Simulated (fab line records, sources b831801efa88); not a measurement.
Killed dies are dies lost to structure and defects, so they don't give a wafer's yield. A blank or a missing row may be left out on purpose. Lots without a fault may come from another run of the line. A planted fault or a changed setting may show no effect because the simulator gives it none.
A struck lot beside a sound one | flow gf180mcu | 14 steps out of a route of 602
Sound: wafers L201.3, L201.4, L201.6. Struck: wafers L208.1, L208.3, L208.5. The cause comes at the end.
At each step with rows: each side's tool, then ch and its chambers, then its first start. Under that, the readings that differ: sound wafers | struck wafers | difference of the means | sigmas: that difference in standard deviations of wafers without a fault.
alike: readings whose means differ by less than 2 such deviations, and words and numbers that are the same on both sides. not compared: withheld readings, readings that some wafer has no value for, bounds like >300 that may hide the same value, and numbers for which the record gives no deviation and whose values overlap.
The two part at a step that has a row with sigmas, a row that says differs or no value, or rows on one side only. Numbers that don't overlap but have no deviation are shown without sigmas and don't part them. A reading that every wafer of one side lacks parts them only if that side has two wafers or more.

first, 3 steps without rows for these wafers: GF_V1_STRIP_18 (strips in O2/N2); GF_V1_STRIP_19 (strips in post etch residue remover, time 1200 s); GF_V1_CLEAN_20 (cleans in DIW).
GF_V1_SPUTTER_21: material Ti, target thk 15 nm, time 80.02 s.
  sound on pvd_sputter-04, day 18 18:29; struck on pvd_sputter-04, day 21 14:47
  alike: cathode_dc_power_W, chamber_pressure_pa, throttle_valve_pct
then, 1 step without rows for these wafers: GF_V1_SPUTTER_22 (material TiN, target thk 10 nm, time 40 s).
GF_V1_CVD_23: deposits W, target thk 350 nm, time 105.05 s.
  sound on cvd_w-02 ch 0,1, day 18 18:37; struck on cvd_w-01 ch 0,1, day 21 14:53
  alike: heater_power_w
GF_V1_RS_MEAS_24: measures by four-point-probe.
  sound on film_metro-04, day 18 18:44; struck on film_metro-02, day 21 15:00
  alike: V1_W_RS
GF_V1_THK_MEAS_25: measures by xrf.
  sound on film_metro-04, day 18 18:50; struck on film_metro-02, day 21 15:07
  alike: V1_W_THK
GF_V1_CMP_26: polishes, stops on SiO2, t overpolish 15 s, target thk 0 nm.
  sound on cmp-01 ch 0,2, day 18 18:56; struck on cmp-02 ch 0,1,3, day 21 15:17
  alike: edge_zone_pressure_frac, motor_current_A, overpolish_run_s, time_to_endpoint_s
then, 1 step without rows for these wafers: GF_M2_SPUTTER_00 (material Ti, target thk 37.5 nm, time 150 s).
GF_M2_SPUTTER_01: material TiN, target thk 30 nm, time 25 s.
  sound on pvd_sputter-01, day 18 19:17; struck on pvd_sputter-01, day 21 15:35
  alike: cathode_dc_power_W, chamber_pressure_pa, throttle_valve_pct
GF_M2_SPUTTER_02: material AlCu, target thk 450 nm, time 23.9 s.
  sound on pvd_sputter-01, day 18 19:19; struck on pvd_sputter-01, day 21 15:37
  alike: cathode_dc_power_W, chamber_pressure_pa, throttle_valve_pct
GF_M2_SPUTTER_03: material Ti, target thk 10 nm, time 6.7 s.
  sound on pvd_sputter-01, day 18 19:20; struck on pvd_sputter-01, day 21 15:38
  no value came back on the struck wafers for cathode_dc_power_W (W), chamber_pressure_pa (Pa), throttle_valve_pct (%), time_s (s); on the sound wafers cathode_dc_power_W (W) reads 3000.0 3000.4 3000.2
then, 1 step without rows for these wafers: GF_M2_SPUTTER_04 (material TiN, target thk 50 nm, time 41.7 s).

WHERE THEY PART
Only at GF_M2_SPUTTER_03, within this record.

WHY: what the simulator had put in
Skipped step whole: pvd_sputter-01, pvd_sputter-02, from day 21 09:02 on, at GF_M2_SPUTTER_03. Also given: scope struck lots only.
